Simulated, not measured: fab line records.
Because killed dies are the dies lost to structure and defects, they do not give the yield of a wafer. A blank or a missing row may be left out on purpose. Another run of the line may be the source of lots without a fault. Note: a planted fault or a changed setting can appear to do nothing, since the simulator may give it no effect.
fab line records / flow sky130
[record] lots = 7 wafers = 21 last_day = 50
route steps=708 shown FIELD_ISO@29 NWELL@32 DNWELL@35 PWDE@45
lots untouched by any fault: they come from a run of this same line in which no faults occurred
start_h: hours from the record's opening day to when the first of the lot's shown wafers began / wait_h: how many hours have passed since the lot's step before this one / " same as the row above / L1.1+2: a single row standing in for several wafers / - no value, or no start given / * or withheld: withheld / < > ~ a bound
route shown NAME@n: names a module that has steps shown in the file, with the first one's number in the route / usual: mean/standard deviation of fault-free wafers / same: alike in all rows / chamber/n: place in a boat / sites: the reading at each site / _std_site: the standard deviation of these / _edge_site: mean of outer sites minus mean of inner sites / radius_mm: for every site, how far away it sits from the centre of the wafer / mask NAME#n: copy n / behind: the most recent tool/chamber to have shaped the wafer / hold: why the lot went on hold/how many hours it stayed there/how the hold came to an end / device: transistor that didn't switch, given as n, p or np / end of line: the route-end tests of the same wafers / a step given without rows: its recipe and nothing more / killed: the dies lost at the first sort to structure and to defects; this is not the yield of the wafer / map: the dies of a wafer, with x for killed, . for not killed, _ for no die there
set.NAME: the run value of the setting; set.NAME@STEP: its run value at that earlier step / model.NAME: the simulator's own value behind a step, which no gauge read
lots seen at some steps along the route; tables by step, rows by wafer
services: from which hour (start_h, from the record's first day; less than 0 if before it) a tool's chamber was out of use, for how many hours, and why
[[steps]]
[step SKY_FIELD_ISO_WET_ETCH_28]
[recipe] chemistry = dHF target_depth_nm = 23.7 target = SiO2 dilution = 10:1 temp_c = 25 time_s = 47
[step SKY_FIELD_ISO_WET_ETCH_29]
[recipe] chemistry = H3PO4 target_depth_nm = 160 target = Si3N4 temp_c = 160 time_s = 1825
[step SKY_FIELD_ISO_WET_ETCH_30]
[recipe] chemistry = dHF target_depth_nm = 25 target = SiO2 dilution = 10:1 temp_c = 25 time_s = 50
[step SKY_NWELL_CLEAN_00]
[recipe] chemistry = SC1/SC2 mix = 1:4:20 temp_c = 70 time_s = 150 dry = n2_spin
[step SKY_NWELL_OXIDATION_01]
[recipe] temp_c = 900 ambient = O2 stabilise_s = 600 purge_s = 300 target_thk_a = 100 ox_time_s = 1418
[step SKY_NWELL_THK_MEAS_02]
[recipe] reads = SiO2_of_NWELL_OXIDATION_01
[usual] NWELL_OXIDATION_THK = 9.99/0.15
lot.wafer=L811.3 tool=film_metro-03 chamber=- start_h=46.17 wait_h=0.0 NWELL_OXIDATION_THK[nm]=10.14
lot.wafer=L811.4 tool=film_metro-03 chamber=- start_h=46.17 wait_h=0.0 NWELL_OXIDATION_THK[nm]=10.19
lot.wafer=L811.6 tool=film_metro-03 chamber=- start_h=46.17 wait_h=0.0 NWELL_OXIDATION_THK[nm]=10.07
lot.wafer=L815.3 tool=film_metro-04 chamber=- start_h=62.46 wait_h=0.0 NWELL_OXIDATION_THK[nm]=9.99
lot.wafer=L815.4 tool=film_metro-04 chamber=- start_h=62.46 wait_h=0.0 NWELL_OXIDATION_THK[nm]=10.01
lot.wafer=L815.5 tool=film_metro-04 chamber=- start_h=62.46 wait_h=0.0 NWELL_OXIDATION_THK[nm]=9.93
lot.wafer=L822.1 tool=film_metro-01 chamber=- start_h=99.04 wait_h=0.0 NWELL_OXIDATION_THK[nm]=10.17
lot.wafer=L822.2 tool=film_metro-01 chamber=- start_h=99.04 wait_h=0.0 NWELL_OXIDATION_THK[nm]=10.03
lot.wafer=L822.5 tool=film_metro-01 chamber=- start_h=99.04 wait_h=0.0 NWELL_OXIDATION_THK[nm]=10.00
lot.wafer=L823.2 tool=film_metro-01 chamber=- start_h=103.04 wait_h=0.0 NWELL_OXIDATION_THK[nm]=9.98
lot.wafer=L823.5 tool=film_metro-01 chamber=- start_h=103.04 wait_h=0.0 NWELL_OXIDATION_THK[nm]=9.98
lot.wafer=L823.6 tool=film_metro-01 chamber=- start_h=103.04 wait_h=0.0 NWELL_OXIDATION_THK[nm]=10.06
lot.wafer=L824.3 tool=film_metro-04 chamber=- start_h=114.12 wait_h=0.0 NWELL_OXIDATION_THK[nm]=9.91
lot.wafer=L824.4 tool=film_metro-04 chamber=- start_h=114.12 wait_h=0.0 NWELL_OXIDATION_THK[nm]=9.91
lot.wafer=L824.6 tool=film_metro-04 chamber=- start_h=114.12 wait_h=0.0 NWELL_OXIDATION_THK[nm]=9.80
lot.wafer=L829.3 tool=film_metro-01 chamber=- start_h=136.49 wait_h=0.0 NWELL_OXIDATION_THK[nm]=9.73
lot.wafer=L829.5 tool=film_metro-01 chamber=- start_h=136.49 wait_h=0.0 NWELL_OXIDATION_THK[nm]=9.73
lot.wafer=L829.6 tool=film_metro-01 chamber=- start_h=136.49 wait_h=0.0 NWELL_OXIDATION_THK[nm]=9.70
lot.wafer=L830.1 tool=film_metro-01 chamber=- start_h=144.27 wait_h=0.0 NWELL_OXIDATION_THK[nm]=9.95
lot.wafer=L830.5 tool=film_metro-01 chamber=- start_h=144.27 wait_h=0.0 NWELL_OXIDATION_THK[nm]=10.05
lot.wafer=L830.6 tool=film_metro-01 chamber=- start_h=144.27 wait_h=0.0 NWELL_OXIDATION_THK[nm]=9.86
[step SKY_DNWELL_DEHYDRATE_00]
[recipe] temp_c = 200 time_s = 60
[step SKY_DNWELL_HMDS_01]
[recipe] prime_time_s = 60 prime_temp_c = 120
[step SKY_DNWELL_COAT_02]
[recipe] spin_rpm = 2000 resist_thk_nm = 3000
[step SKY_DNWELL_SOFTBAKE_03]
[recipe] temp_c = 110 time_s = withheld
[step SKY_DNWELL_EXPOSE_04]
[recipe] mask_id = DNM na = 0.57 target_cd_nm = 3000 dose_mj = 222
[step SKY_DNWELL_PEB_05]
[recipe] temp_c = 115 time_s = withheld
[step SKY_DNWELL_DEVELOP_06]
[recipe] wall_angle_deg = 90 developer = TMAH develop_time_s = 60 dev_temp_c = 23
[usual] chill_plate_temp_C = 23.01/0.12 develop_time_s = 60/0
lot.wafer=L811.3 tool=litho_track-02 chamber=0 start_h=62 wait_h=- chill_plate_temp_C=23.07 develop_time_s=60
lot.wafer=L811.4 tool=litho_track-02 chamber=0 start_h=62 wait_h=- chill_plate_temp_C=23.08 develop_time_s=60
lot.wafer=L811.6 tool=litho_track-02 chamber=0 start_h=62 wait_h=- chill_plate_temp_C=23.00 develop_time_s=60
lot.wafer=L815.3 tool=litho_track-02 chamber=0 start_h=78 wait_h=- chill_plate_temp_C=22.78 develop_time_s=60
lot.wafer=L815.4 tool=litho_track-02 chamber=0 start_h=78 wait_h=- chill_plate_temp_C=22.83 develop_time_s=60
lot.wafer=L815.5 tool=litho_track-02 chamber=0 start_h=78 wait_h=- chill_plate_temp_C=22.93 develop_time_s=60
lot.wafer=L822.1 tool=litho_track-03 chamber=- start_h=117 wait_h=- chill_plate_temp_C=- develop_time_s=-
lot.wafer=L822.2 tool=litho_track-03 chamber=- start_h=117 wait_h=- chill_plate_temp_C=- develop_time_s=-
lot.wafer=L822.5 tool=litho_track-03 chamber=- start_h=117 wait_h=- chill_plate_temp_C=- develop_time_s=-
lot.wafer=L823.2 tool=litho_track-02 chamber=- start_h=120 wait_h=- chill_plate_temp_C=- develop_time_s=-
lot.wafer=L823.5 tool=litho_track-02 chamber=- start_h=120 wait_h=- chill_plate_temp_C=- develop_time_s=-
lot.wafer=L823.6 tool=litho_track-02 chamber=- start_h=120 wait_h=- chill_plate_temp_C=- develop_time_s=-
lot.wafer=L824.3 tool=litho_track-03 chamber=- start_h=132 wait_h=- chill_plate_temp_C=- develop_time_s=-
lot.wafer=L824.4 tool=litho_track-03 chamber=- start_h=132 wait_h=- chill_plate_temp_C=- develop_time_s=-
lot.wafer=L824.6 tool=litho_track-03 chamber=- start_h=132 wait_h=- chill_plate_temp_C=- develop_time_s=-
lot.wafer=L829.3 tool=litho_track-03 chamber=0 start_h=156 wait_h=- chill_plate_temp_C=23.10 develop_time_s=60
lot.wafer=L829.5 tool=litho_track-03 chamber=0 start_h=156 wait_h=- chill_plate_temp_C=22.67 develop_time_s=60
lot.wafer=L829.6 tool=litho_track-03 chamber=0 start_h=156 wait_h=- chill_plate_temp_C=23.02 develop_time_s=60
lot.wafer=L830.1 tool=litho_track-02 chamber=0 start_h=163 wait_h=- chill_plate_temp_C=22.89 develop_time_s=60
lot.wafer=L830.5 tool=litho_track-02 chamber=0 start_h=163 wait_h=- chill_plate_temp_C=22.87 develop_time_s=60
lot.wafer=L830.6 tool=litho_track-02 chamber=0 start_h=163 wait_h=- chill_plate_temp_C=23.07 develop_time_s=60
[step SKY_DNWELL_IMPLANT_07]
[recipe] species = P energy_kev = withheld dose_cm2 = withheld tilt_deg = withheld
[step SKY_DNWELL_STRIP_08]
[recipe] chemistry = O2/N2 power_w = 1400 pressure_mtorr = 1500 platen_temp_c = withheld o2_flow_sccm = 3000 n2_flow_sccm = 300 overash_fraction = 0.5
[usual] drypump_motor_current_A = 5.62/0.19 o2_flow_sccm = 3000/8.7 oes_product_au = 0.722/0.0051 strip_time_to_endpoint_s = 36.92/0.11
[same] overash_fraction = 0.5
lot.wafer=L811.3 tool=plasma_asher-01 chamber=0 start_h=62.65 wait_h=0.1 drypump_motor_current_A=5.61 o2_flow_sccm=2997 oes_product_au=0.728 rf_hours_counter_h=- strip_time_to_endpoint_s=37.17
lot.wafer=L811.4 tool=plasma_asher-01 chamber=1 start_h=62.65 wait_h=0.1 drypump_motor_current_A=5.84 o2_flow_sccm=2998 oes_product_au=0.723 rf_hours_counter_h=- strip_time_to_endpoint_s=37.09
lot.wafer=L811.6 tool=plasma_asher-01 chamber=0 start_h=62.65 wait_h=0.1 drypump_motor_current_A=5.61 o2_flow_sccm=3001 oes_product_au=0.725 rf_hours_counter_h=- strip_time_to_endpoint_s=37.16
lot.wafer=L815.3 tool=plasma_asher-03 chamber=1 start_h=79.20 wait_h=0.1 drypump_motor_current_A=5.69 o2_flow_sccm=2997 oes_product_au=0.721 rf_hours_counter_h=- strip_time_to_endpoint_s=36.95
lot.wafer=L815.4 tool=plasma_asher-03 chamber=0 start_h=79.20 wait_h=0.1 drypump_motor_current_A=5.14 o2_flow_sccm=2993 oes_product_au=0.718 rf_hours_counter_h=- strip_time_to_endpoint_s=36.85
lot.wafer=L815.5 tool=plasma_asher-03 chamber=0 start_h=79.20 wait_h=0.1 drypump_motor_current_A=5.13 o2_flow_sccm=2994 oes_product_au=0.726 rf_hours_counter_h=- strip_time_to_endpoint_s=36.94
lot.wafer=L822.1 tool=plasma_asher-01 chamber=1 start_h=117.60 wait_h=0.1 drypump_motor_current_A=5.85 o2_flow_sccm=2989 oes_product_au=0.723 rf_hours_counter_h=43 strip_time_to_endpoint_s=37.15
lot.wafer=L822.2 tool=plasma_asher-01 chamber=0 start_h=117.60 wait_h=0.1 drypump_motor_current_A=5.64 o2_flow_sccm=3007 oes_product_au=0.721 rf_hours_counter_h=43 strip_time_to_endpoint_s=37.04
lot.wafer=L822.5 tool=plasma_asher-01 chamber=1 start_h=117.60 wait_h=0.1 drypump_motor_current_A=5.87 o2_flow_sccm=2994 oes_product_au=0.717 rf_hours_counter_h=- strip_time_to_endpoint_s=37.05
lot.wafer=L823.2 tool=plasma_asher-02 chamber=1 start_h=120.66 wait_h=0.1 drypump_motor_current_A=5.49 o2_flow_sccm=2988 oes_product_au=0.718 rf_hours_counter_h=0 strip_time_to_endpoint_s=36.91
lot.wafer=L823.5 tool=plasma_asher-02 chamber=0 start_h=120.66 wait_h=0.1 drypump_motor_current_A=5.64 o2_flow_sccm=3016 oes_product_au=0.716 rf_hours_counter_h=- strip_time_to_endpoint_s=37.00
lot.wafer=L823.6 tool=plasma_asher-02 chamber=1 start_h=120.66 wait_h=0.1 drypump_motor_current_A=5.52 o2_flow_sccm=2994 oes_product_au=0.717 rf_hours_counter_h=- strip_time_to_endpoint_s=36.99
lot.wafer=L824.3 tool=plasma_asher-02 chamber=1 start_h=132.78 wait_h=0.1 drypump_motor_current_A=5.50 o2_flow_sccm=3006 oes_product_au=0.712 rf_hours_counter_h=- strip_time_to_endpoint_s=36.91
lot.wafer=L824.4 tool=plasma_asher-02 chamber=0 start_h=132.78 wait_h=0.1 drypump_motor_current_A=5.65 o2_flow_sccm=2989 oes_product_au=0.724 rf_hours_counter_h=- strip_time_to_endpoint_s=37.02
lot.wafer=L824.6 tool=plasma_asher-02 chamber=0 start_h=132.78 wait_h=0.1 drypump_motor_current_A=5.61 o2_flow_sccm=3008 oes_product_au=0.719 rf_hours_counter_h=- strip_time_to_endpoint_s=36.87
lot.wafer=L829.3 tool=plasma_asher-01 chamber=1 start_h=156.82 wait_h=0.1 drypump_motor_current_A=5.87 o2_flow_sccm=3015 oes_product_au=0.725 rf_hours_counter_h=- strip_time_to_endpoint_s=36.99
lot.wafer=L829.5 tool=plasma_asher-01 chamber=0 start_h=156.82 wait_h=0.1 drypump_motor_current_A=5.60 o2_flow_sccm=3011 oes_product_au=0.723 rf_hours_counter_h=- strip_time_to_endpoint_s=36.84
lot.wafer=L829.6 tool=plasma_asher-01 chamber=1 start_h=156.82 wait_h=0.1 drypump_motor_current_A=5.84 o2_flow_sccm=3017 oes_product_au=0.735 rf_hours_counter_h=- strip_time_to_endpoint_s=37.02
lot.wafer=L830.1 tool=plasma_asher-01 chamber=1 start_h=163.91 wait_h=0.1 drypump_motor_current_A=5.84 o2_flow_sccm=2998 oes_product_au=0.721 rf_hours_counter_h=48 strip_time_to_endpoint_s=36.88
lot.wafer=L830.5 tool=plasma_asher-01 chamber=0 start_h=163.91 wait_h=0.1 drypump_motor_current_A=5.60 o2_flow_sccm=3001 oes_product_au=0.723 rf_hours_counter_h=- strip_time_to_endpoint_s=36.95
lot.wafer=L830.6 tool=plasma_asher-01 chamber=1 start_h=163.91 wait_h=0.1 drypump_motor_current_A=5.82 o2_flow_sccm=2996 oes_product_au=0.727 rf_hours_counter_h=- strip_time_to_endpoint_s=36.82
[step SKY_DNWELL_TW_MEAS_09]
[usual] DNWELL_TW = 1122/7.2
lot.wafer=L811.3 tool=film_metro-03 chamber=- start_h=62.73 wait_h=0.1 DNWELL_TW=1109
lot.wafer=L811.4 tool=film_metro-03 chamber=- start_h=62.73 wait_h=0.1 DNWELL_TW=1121
lot.wafer=L811.6 tool=film_metro-03 chamber=- start_h=62.73 wait_h=0.1 DNWELL_TW=1115
lot.wafer=L815.3 tool=film_metro-04 chamber=- start_h=79.28 wait_h=0.1 DNWELL_TW=1119
lot.wafer=L815.4 tool=film_metro-04 chamber=- start_h=79.28 wait_h=0.1 DNWELL_TW=1120
lot.wafer=L815.5 tool=film_metro-04 chamber=- start_h=79.28 wait_h=0.1 DNWELL_TW=1123
lot.wafer=L822.1 tool=film_metro-03 chamber=- start_h=117.70 wait_h=0.1 DNWELL_TW=30
lot.wafer=L822.2 tool=film_metro-03 chamber=- start_h=117.70 wait_h=0.1 DNWELL_TW=30
lot.wafer=L822.5 tool=film_metro-03 chamber=- start_h=117.70 wait_h=0.1 DNWELL_TW=30
lot.wafer=L823.2 tool=film_metro-01 chamber=- start_h=120.77 wait_h=0.1 DNWELL_TW=30
lot.wafer=L823.5 tool=film_metro-01 chamber=- start_h=120.77 wait_h=0.1 DNWELL_TW=30
lot.wafer=L823.6 tool=film_metro-01 chamber=- start_h=120.77 wait_h=0.1 DNWELL_TW=30
lot.wafer=L824.3 tool=film_metro-03 chamber=- start_h=132.87 wait_h=0.1 DNWELL_TW=30
lot.wafer=L824.4 tool=film_metro-03 chamber=- start_h=132.87 wait_h=0.1 DNWELL_TW=30
lot.wafer=L824.6 tool=film_metro-03 chamber=- start_h=132.87 wait_h=0.1 DNWELL_TW=30
lot.wafer=L829.3 tool=film_metro-04 chamber=- start_h=156.91 wait_h=0.1 DNWELL_TW=1114
lot.wafer=L829.5 tool=film_metro-04 chamber=- start_h=156.91 wait_h=0.1 DNWELL_TW=1114
lot.wafer=L829.6 tool=film_metro-04 chamber=- start_h=156.91 wait_h=0.1 DNWELL_TW=1111
lot.wafer=L830.1 tool=film_metro-01 chamber=- start_h=164.01 wait_h=0.1 DNWELL_TW=1133
lot.wafer=L830.5 tool=film_metro-01 chamber=- start_h=164.01 wait_h=0.1 DNWELL_TW=1131
lot.wafer=L830.6 tool=film_metro-01 chamber=- start_h=164.01 wait_h=0.1 DNWELL_TW=1128
[step SKY_PWDE_DEHYDRATE_00]
[recipe] temp_c = 200 time_s = 60
[[services]]
tool=plasma_asher-03 chamber=- start_h=79.33 hours=8.1 kind=repair
tool=plasma_asher-03 chamber=- start_h=90.41 hours=38.8 kind=repair
tool=plasma_asher-02 chamber=- start_h=108.75 hours=9.0 kind=pm
tool=plasma_asher-02 chamber=0 start_h=108.75 hours=9.0 kind=vent_cycle
tool=plasma_asher-02 chamber=1 start_h=108.75 hours=9.0 kind=vent_cycle
tool=plasma_asher-02 chamber=0 start_h=117.75 hours=- kind=clean
tool=plasma_asher-02 chamber=1 start_h=117.75 hours=- kind=clean
[[key]]
[first_sign] step = SKY_DNWELL_DEVELOP_06 reading = tool_record direction = missing
[effect] step = SKY_DNWELL_TW_MEAS_09 reading = DNWELL_TW direction = down sigmas = 99+ usual = 1122 struck = 30
met_at SKY_DNWELL_DEVELOP_06
struck_wafers L822.1,L822.2,L822.5,L823.2,L823.5,L823.6,L824.3,L824.4,L824.6
sort_left_out L822.1,L822.2,L822.5,L823.2,L823.5,L823.6,L824.3,L824.4,L824.6
tester_left_out L822,L823,L824
onset_between 78 117
[fault] kind = skipped_step_whole tool = litho_track-02,litho_track-03 chamber = - onset_h = 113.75 steps = SKY_DNWELL_DEVELOP_06 scope = struck_lots_only
// tester_left_out: of these lots the tester's yield and bins aren't shown, on N5 and GAA mostly nor the transistor test; their killed dies are dies lost to structure and defects alone, not to doping, threshold or leakage, so they don't give the yield
// sort_left_out: the simulated sort isn't trusted on such a fault, so these wafers' sort isn't shown, and their yield isn't known
